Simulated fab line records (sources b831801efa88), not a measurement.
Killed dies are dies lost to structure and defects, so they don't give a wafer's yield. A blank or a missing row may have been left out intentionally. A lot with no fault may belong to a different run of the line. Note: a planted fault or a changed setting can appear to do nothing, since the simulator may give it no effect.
Lot-split experiment ; flow sfq-line ; 5 lots, 23 wafers read, on a route of 325 steps

ON THE SPLIT
At SFQ_TRILAYER_M2_DEP_SPUTTER_055 (material Nb, target thk 200 nm, time 133.3 s), the setting power-w was moved away from the recipe's 2000 W on 9 of the 23 wafers read, by -10.4% to +10.1%. This setting was run at the recipe's value on the other wafers.

FROM THE SPLIT TO THE READING: what the file shows between them, 5 steps
- SFQ_M2_RS_MEAS_914: measures by four-point-probe
- SFQ_TRILAYER_M2_LITHO_EXPOSE_058: exposes mask M2, target cd 500 nm (also split here: dose-mj)
- SFQ_TRILAYER_M2_LITHO_PEB_060: peb time 60 s
- SFQ_TRILAYER_M2_LITHO_DEVELOP_059: time 60 s
- SFQ_TRILAYER_M2_BARC_OPEN_METAL_ETCH_077: etches BARC in O2, target depth 125 nm, time 41.7 s

THE READING
oes-product-au, in a.u., at SFQ_TRILAYER_M2_ETCH_METAL_ETCH_060 (etches Nb in Cl2/Ar, stops on SiO2, target depth 240 nm, time 120 s). A value of 0.899 a.u. with a standard deviation of 0.0077 a.u. is what fault-free wafers of this fab line usually give.

wafer;tool, chamber at the split;power-w as run, W;against the recipe;oes-product-au, a.u.;against lot-mates on the recipe
L074.3;pvd-sputter-05, -;2000;recipe;0.899;-
L074.4;pvd-sputter-05, -;2000;recipe;0.899;-
L074.5;pvd-sputter-05, -;2000;recipe;0.896;-
L078.1;pvd-sputter-06, -;2000;recipe;0.906;-
L078.2;pvd-sputter-06, -;2000;recipe;0.899;-
L078.4;pvd-sputter-06, -;1792;-10.4%;0.851;-0.052
L078.5;pvd-sputter-06, -;1792;-10.4%;0.859;-0.044
L078.6;pvd-sputter-06, -;1792;-10.4%;0.841;-0.062
L079.1;pvd-sputter-06, -;2000;recipe;0.893;-
L079.2;pvd-sputter-06, -;2193;+9.7%;0.954;+0.050
L079.3;pvd-sputter-06, -;2000;recipe;0.906;-
L079.4;pvd-sputter-06, -;2000;recipe;0.912;-
L079.6;pvd-sputter-06, -;2193;+9.7%;0.952;+0.048
L083.1;pvd-sputter-04, -;2000;recipe;0.914;-
L083.2;pvd-sputter-04, -;2173;+8.7%;0.942;+0.044
L083.4;pvd-sputter-04, -;2000;recipe;0.891;-
L083.5;pvd-sputter-04, -;2000;recipe;0.889;-
L083.6;pvd-sputter-04, -;2173;+8.7%;0.948;+0.050
L084.1;pvd-sputter-06, -;2000;recipe;0.894;-
L084.2;pvd-sputter-06, -;2201;+10.1%;0.951;+0.054
L084.3;pvd-sputter-06, -;2000;recipe;0.899;-
L084.4;pvd-sputter-06, -;2201;+10.1%;0.939;+0.042
L084.5;pvd-sputter-06, -;2000;recipe;0.897;-

THE FIT
A straight line over all 23 wafers: oes-product-au changes by +0.00493 a.u. for each +1% of power-w; r = +0.97; the points scatter about the line by 0.0072 a.u.
The same after taking each lot's own level away (the mean of its wafers on the recipe; 23 wafers): +0.00506 a.u. for each +1%; r = +0.98; scatter 0.0066 a.u.
The reading moves by 0.053 a.u. for the largest change in power-w, on that fit.
The span of the lots' own levels, 0.8967 to 0.9037 a.u., comes to 0.9 times the standard deviation stated above.
Consequently the slope shifts little with the lot-to-lot level, the two slopes agreeing.
Check: -0.0526 a.u. against its lot-mates is what the line predicts for one of the wafers moved furthest among these (-10.4%) when that wafer is left out of the fit. Against them it came out at -0.0515 a.u.

OTHER SPLITS APPLIED TO THESE WAFERS
These wafers also went through other splits before the reading. Each is held against what the fit with the lots' levels taken away leaves over:
other split on the same wafers;wafers away from the commonest value;r with oes-product-au (lot level and that fit taken away)
SFQ_TRILAYER_I1_VIA_LITHO_EXPOSE_050 dose-mj;11;-0.04
SFQ_TRILAYER_M2_LITHO_EXPOSE_058 dose-mj;11;-0.11

THE WHOLE CHAIN: every reading that the file lists as answering this split, in the file's order
step;what it does;reading;change (the file's fit);r (the file's)
SFQ_TRILAYER_M2_DEP_SPUTTER_055;material Nb, target thk 200 nm, time 133.3 s;Nb_of_TRILAYER_M2_DEP_SPUTTER_055.thk-nm (the simulator's own value, which no gauge read);+1.98 nm for each +1% of the setting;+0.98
SFQ_M2_RS_MEAS_914;measures by four-point-probe;M2_NB_RS;-0.00836 for each +1% of the setting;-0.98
SFQ_TRILAYER_M2_ETCH_METAL_ETCH_060;etches Nb in Cl2/Ar, stops on SiO2, target depth 240 nm, time 120 s;oes-product-au;+0.00506 a.u. for each +1% of the setting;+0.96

THE FILE'S OWN FIT
oes-product-au changes by +0.00506 a.u. for each +1% of power-w, r = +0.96.
